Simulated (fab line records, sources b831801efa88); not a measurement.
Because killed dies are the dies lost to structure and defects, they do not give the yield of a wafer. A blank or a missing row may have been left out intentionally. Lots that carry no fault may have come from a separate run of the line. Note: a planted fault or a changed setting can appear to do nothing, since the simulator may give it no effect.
Matching of chambers || flow gf180mcu || cmp-02 running GF_CONTACT_CMP_04: 4 sister chambers
The step polishes SiO2. 8 wafers are shown with their chamber, then 7 later ones without.

EACH WAFER AND ITS CHAMBER
{"wafer": "L366.1", "chamber": 0, "motor_current_A (A)": 13.5, "time_to_endpoint_s (s)": 107}
{"wafer": "L368.4", "chamber": 3, "motor_current_A (A)": 13.9, "time_to_endpoint_s (s)": 111}
{"wafer": "L368.5", "chamber": 3, "motor_current_A (A)": 13.9, "time_to_endpoint_s (s)": 109}
{"wafer": "L370.1", "chamber": 2, "motor_current_A (A)": 12.6, "time_to_endpoint_s (s)": 112}
{"wafer": "L370.2", "chamber": 0, "motor_current_A (A)": 13.1, "time_to_endpoint_s (s)": 113}
{"wafer": "L370.4", "chamber": 1, "motor_current_A (A)": 13.2, "time_to_endpoint_s (s)": 109}
{"wafer": "L372.1", "chamber": 1, "motor_current_A (A)": 13.6, "time_to_endpoint_s (s)": 107}
{"wafer": "L372.3", "chamber": 2, "motor_current_A (A)": 12.9, "time_to_endpoint_s (s)": 110}

WAFERS MISSING THEIR CHAMBER
{"wafer": "L372.5", "motor_current_A (A)": 12.9, "time_to_endpoint_s (s)": 111}
{"wafer": "L378.1", "motor_current_A (A)": 13.1, "time_to_endpoint_s (s)": 113}
{"wafer": "L378.4", "motor_current_A (A)": 13.2, "time_to_endpoint_s (s)": 116}
{"wafer": "L378.6", "motor_current_A (A)": 13.4, "time_to_endpoint_s (s)": 113}
{"wafer": "L381.3", "motor_current_A (A)": 14.2, "time_to_endpoint_s (s)": 107}
{"wafer": "L381.4", "motor_current_A (A)": 12.7, "time_to_endpoint_s (s)": 110}
{"wafer": "L381.5", "motor_current_A (A)": 14.7, "time_to_endpoint_s (s)": 110}

WHICH CHAMBER EACH ONE RAN IN
{"wafer": "L372.5", "from the rows above": "can't be placed: 2 or 0 or 1", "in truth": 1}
{"wafer": "L378.1", "from the rows above": "can't be placed: 0 or 2 or 1", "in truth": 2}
{"wafer": "L378.4", "from the rows above": "can't be placed: 0 or 2 or 1 or 3", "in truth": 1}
{"wafer": "L378.6", "from the rows above": "can't be placed: 0 or 1 or 3 or 2", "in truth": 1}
{"wafer": "L381.3", "from the rows above": "can't be placed: 3 or 1", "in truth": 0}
{"wafer": "L381.4", "from the rows above": 2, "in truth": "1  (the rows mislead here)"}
{"wafer": "L381.5", "from the rows above": 3, "in truth": 3}
Correct placement for 1 of the 7. Unplaceable from these rows: 5, with the true chamber sitting among the candidates in 4. Placed wrongly: 1.
How it was worked out, from the rows above alone: a wafer's distance from a chamber is the root of the sum, over the readings, of the square of ((its reading less the chamber's mean) divided by the reading's scatter). If the next closest chamber is less than 2 further off than the closest, the wafer can't be placed; otherwise it belongs to the closest. For every chamber, the mean is computed from those of its wafers that are shown. The scatter is the square root of a quotient: the sum, over the shown wafers, of each reading's squared deviation from its chamber's mean, divided by wafers minus chambers.
